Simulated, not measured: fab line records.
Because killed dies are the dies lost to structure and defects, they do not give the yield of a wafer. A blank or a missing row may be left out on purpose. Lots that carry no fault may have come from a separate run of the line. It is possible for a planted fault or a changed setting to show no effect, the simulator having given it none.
Struck lot and sound lot, side by side + flow gf180mcu + 32 out of 602 route steps
Sound: these wafers, L439.1, L439.3, L439.5. Wafers struck: L444.4, L444.5, L444.6. The cause is given at the end.
Per side, at each step with rows, come the tool, then ch with its chambers, and then its first start. Under that, the readings that differ: sound wafers + struck wafers + difference of the means + sigmas: that difference in standard deviations of wafers without a fault.
alike: readings whose means differ by less than 2 such deviations, and words and numbers that are the same on both sides. not compared: withheld readings, readings that some wafer has no value for, bounds like >300 that may hide the same value, and numbers for which the record gives no deviation and whose values overlap.
Wherever a step has rows on one side only, a row that says differs or no value, or a row with sigmas, the two part there. When numbers do not overlap yet have no deviation, they are printed without sigmas and do not part them. Lack of a reading on every wafer of one side parts them only where that side has two or more wafers.

first, 1 step without rows for these wafers: GF_HV_LDD_IMPLANT_21.
GF_HV_LDD_STRIP_22: strips in O2/N2.
  sound on plasmaAsher-03 ch 0,1, day 11 14:52; struck on plasmaAsher-01 ch 0,1, day 13 09:54
  alike: drypumpMotorCurrentA, heaterPowerW, oesProductAu, platenTempC, stripTimeToEndpointS
  not compared: rfHoursCounterH
GF_HV_LDD_TW_MEAS_23:
  sound on filmMetro-04, day 11 14:58; struck on filmMetro-04, day 13 10:00
  alike: HV_LDD_2_TW
then, 7 steps without rows for these wafers: GF_HV_LDD_DEHYDRATE_24 (time 60 s); GF_HV_LDD_HMDS_25 (prime time 60 s); GF_HV_LDD_COAT_26 (resist thk 1000 nm); GF_HV_LDD_SOFTBAKE_27 (time 60 s); GF_HV_LDD_EXPOSE_28 (exposes mask Nplus HV AREA, target cd 400 nm); GF_HV_LDD_PEB_29; GF_HV_LDD_DEVELOP_30 (develop time 60 s).
GF_HV_LDD_CD_MEAS_31: the cd target is 400 nm.
  sound on cdSem-01, day 12 09:55; struck on cdSem-02, day 14 06:43
  alike: cdNm
GF_HV_LDD_OVL_MEAS_32:
  sound on overlay-01, day 12 10:02; struck on overlay-01, day 14 06:48
  alike: HV_LDD_02_OVL
GF_HV_LDD_IMPLANT_33:
  sound on implanter-02 ch 0, day 12 10:04; struck on implanter-02, day 14 06:53
  no value came back on the struck wafers for beamEnergyKeV, beamOnS (s), faradayCurrentUA; on the sound wafers beamEnergyKeV reads 59.988 60.032 60.011
then, 3 steps without rows for these wafers: GF_HV_LDD_IMPLANT_34; GF_HV_LDD_IMPLANT_35; GF_HV_LDD_IMPLANT_36.
GF_HV_LDD_STRIP_37: strips in O2/N2.
  sound on plasmaAsher-04 ch 0,1, day 12 10:40; struck on plasmaAsher-01 ch 0,1, day 14 07:27
  alike: drypumpMotorCurrentA, heaterPowerW, oesProductAu, platenTempC, stripTimeToEndpointS
  not compared: rfHoursCounterH
GF_HV_LDD_TW_MEAS_38:
  sound on filmMetro-04, day 12 10:46; struck on filmMetro-02, day 14 07:46
| reading     | sound          | struck         | difference | sigmas |
|-------------|----------------|----------------|------------|--------|
| HV_LDD_3_TW | 1414 1419 1414 | 1320 1315 1323 | -96        | -8     |
  not compared: hold
then, 6 steps without rows for these wafers: GF_HV_LDD_HMDS_40 (prime time 60 s); GF_HV_LDD_COAT_41 (resist thk 1000 nm); GF_HV_LDD_SOFTBAKE_42 (time 60 s); GF_HV_LDD_EXPOSE_43 (exposes mask Pplus HV AREA, target cd 400 nm); GF_HV_LDD_PEB_44; GF_HV_LDD_DEVELOP_45 (develop time 60 s).
GF_HV_LDD_CD_MEAS_46: the cd target is 400 nm.
  sound on cdSem-01, day 13 06:40; struck on cdSem-01, day 15 04:49
  alike: cdNm
GF_HV_LDD_OVL_MEAS_47:
  sound on overlay-02, day 13 06:47; struck on overlay-01, day 15 04:54
  alike: HV_LDD_03_OVL
then, 1 step without rows for these wafers: GF_HV_LDD_IMPLANT_48.
GF_HV_LDD_STRIP_49: strips in O2/N2.
  sound on plasmaAsher-04 ch 0,1, day 13 06:58; struck on plasmaAsher-04 ch 0,1, day 15 05:06
  alike: drypumpMotorCurrentA, heaterPowerW, oesProductAu, platenTempC, stripTimeToEndpointS
  not compared: rfHoursCounterH
GF_HV_LDD_TW_MEAS_50:
  sound on filmMetro-04, day 13 07:08; struck on filmMetro-01, day 15 05:12
  alike: HV_LDD_4_TW
then, 1 step without rows for these wafers: GF_HV_LDD_CLEAN_51 (cleans in SC1/SC2, time 150 s).
GF_HV_LDD_RTA_52: time 10 s.
  sound on rtpAnneal-01 ch 0, day 13 07:15; struck on rtpAnneal-02 ch 0, day 15 05:19
| reading          | sound          | struck         | difference | sigmas |
|------------------|----------------|----------------|------------|--------|
| lampPowerPct (%) | 30.7 30.7 30.7 | 27.6 27.6 27.6 | -3.1       | -2     |
  alike: wafer_temp_C_max
GF_HV_LDD_RS_MEAS_53: a four-point-probe measurement.
  sound on filmMetro-01, day 13 07:19; struck on filmMetro-04, day 15 05:41
| reading            | sound             | struck            | difference | sigmas |
|--------------------|-------------------|-------------------|------------|--------|
| HV_LDD_RS (ohm/sq) | 418.2 417.3 417.4 | 440.3 441.3 441.8 | +23.5      | +25    |
  not compared: hold

WHERE THEY PART
First at GF_HV_LDD_IMPLANT_33; last, within this record, at GF_HV_LDD_RS_MEAS_53.

WHY: what the simulator had put in
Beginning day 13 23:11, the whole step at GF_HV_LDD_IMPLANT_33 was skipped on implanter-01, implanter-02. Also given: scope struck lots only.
